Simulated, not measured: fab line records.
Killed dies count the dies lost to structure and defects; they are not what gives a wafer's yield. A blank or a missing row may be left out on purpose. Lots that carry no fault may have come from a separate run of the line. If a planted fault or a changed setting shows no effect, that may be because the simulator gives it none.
Which tool did it?	flow gf180mcu	13 lots, 39 wafers sampled, at 3 steps of a route of 602

WHAT THE GAUGES READ, wafer by wafer
GF_DNWELL_TW_MEAS_09.
lot	measured	on	DNWELL_TW
L178	day 2 18:11	filmMetro-02	1351 1350 1352
L179	day 3 00:38	filmMetro-04	1344 1341 1345
L180	day 3 06:25	filmMetro-04	1349 1340 1338
L181	day 3 10:27	filmMetro-02	1360 1363 1362
L182	day 3 16:13	filmMetro-04	1357 1362 1355
L183	day 3 21:33	filmMetro-02	1362 1359 1372
L190	day 5 10:28	filmMetro-04	1329 1337 1335
L193	day 6 03:29	filmMetro-04	1343 1345 1339
L195	day 6 15:04	filmMetro-01	1349 1342 1343
L196	day 6 20:54	filmMetro-04	1336 1338 1342
L198	day 7 05:31	filmMetro-02	1357 1353 1357
L200	day 7 15:31	filmMetro-02	1352 1358 1361
L201	day 7 20:07	filmMetro-04	1317 1319 1321

GF_VT_IMPLANT_RS_MEAS_48: the measuring method here is four-point-probe.
lot	measured	on	LVPWELL_RS (ohm/sq)
L178	day 7 15:01	filmMetro-03	1196 1196 1194
L179	day 7 21:57	filmMetro-01	1193 1195 1197
L180	day 8 04:37	filmMetro-03	1189 1193 1191
L181	day 8 09:26	filmMetro-01	1195 1197 1196
L182	day 8 18:13	filmMetro-03	1197 1200 1194
L183	day 9 00:05	filmMetro-03	1197 1194 1197
L190	day 10 22:49	filmMetro-04	1211 1209 1198
L193	day 11 21:35	filmMetro-03	1193 1196 1196
L195	day 12 15:14	filmMetro-01	1196 1199 1202
L196	day 12 18:58	filmMetro-01	1199 1197 1193
L198	day 13 06:16	filmMetro-01	1197 1197 1197
L200	day 13 19:22	filmMetro-04	1204 1202 1205
L201	day 14 00:08	filmMetro-01	1196 1196 1201

WHICH TOOL RAN EACH LOT (tool, then ch and the chambers of the sampled wafers, then the start)
lot	GF_LVPWELL_IMPLANT_09
L178	implanter-03 ch 0, day 3 20:49
L179	implanter-01 ch 0, day 4 03:16
L180	implanter-01 ch 0, day 4 09:41
L181	implanter-01 ch 0, day 4 13:16
L182	implanter-03 ch 0, day 4 19:52
L183	implanter-02 ch 0, day 5 02:29
L190	implanter-02 ch 0, day 6 16:02
L193	implanter-01 ch 0, day 7 10:20
L195	implanter-01 ch 0, day 7 23:34
L196	implanter-03 ch 0, day 8 04:43
L198	implanter-01 ch 0, day 8 14:07
L200	implanter-03 ch 0, day 9 01:19
L201	implanter-01 ch 0, day 9 06:14
- GF_LVPWELL_IMPLANT_09

AS READ BY THE TOOLS THEMSELVES (means over the sampled wafers that have a number; for cases with no such wafer, the mark the record gives instead)
GF_LVPWELL_IMPLANT_09.
lot	tool	faradayCurrentUA
L178	implanter-03	27.6
L179	implanter-01	28.5
L180	implanter-01	27.9
L181	implanter-01	27.8
L182	implanter-03	27.7
L183	implanter-02	27.3
L190	implanter-02	27.3
L193	implanter-01	28.5
L195	implanter-01	28.1
L196	implanter-03	28.1
L198	implanter-01	27.7
L200	implanter-03	28.4
L201	implanter-01	28.3

THE ANSWER, worked out from the rows above alone
Rule: the usual values come from the lots themselves. The widest of any qualifying gaps counts: lots, ordered by their means at a reading, are off when they make up no more than a third of the lots, leave a main group of 4 or more, and stand apart from it by 3 or more times the standard deviation of that group's means. A main group is skipped when, at the precision printed for the reading in the tables above, its means are all equal. Also off: a lot with no number at a reading for which 4 or more lots have one. Where the step has rows for the other lots, those lots are counted as sound. The gauges are gone through in route order, then the tools' own readings, and for those a lot's mean is taken as printed above. At the first step where some lot is off, the reading lying furthest off is the one used; lots without a number count as furthest.
No lot is off at any reading shown: from this, nothing can be told.

WHAT THE SIMULATOR HAD PUT IN
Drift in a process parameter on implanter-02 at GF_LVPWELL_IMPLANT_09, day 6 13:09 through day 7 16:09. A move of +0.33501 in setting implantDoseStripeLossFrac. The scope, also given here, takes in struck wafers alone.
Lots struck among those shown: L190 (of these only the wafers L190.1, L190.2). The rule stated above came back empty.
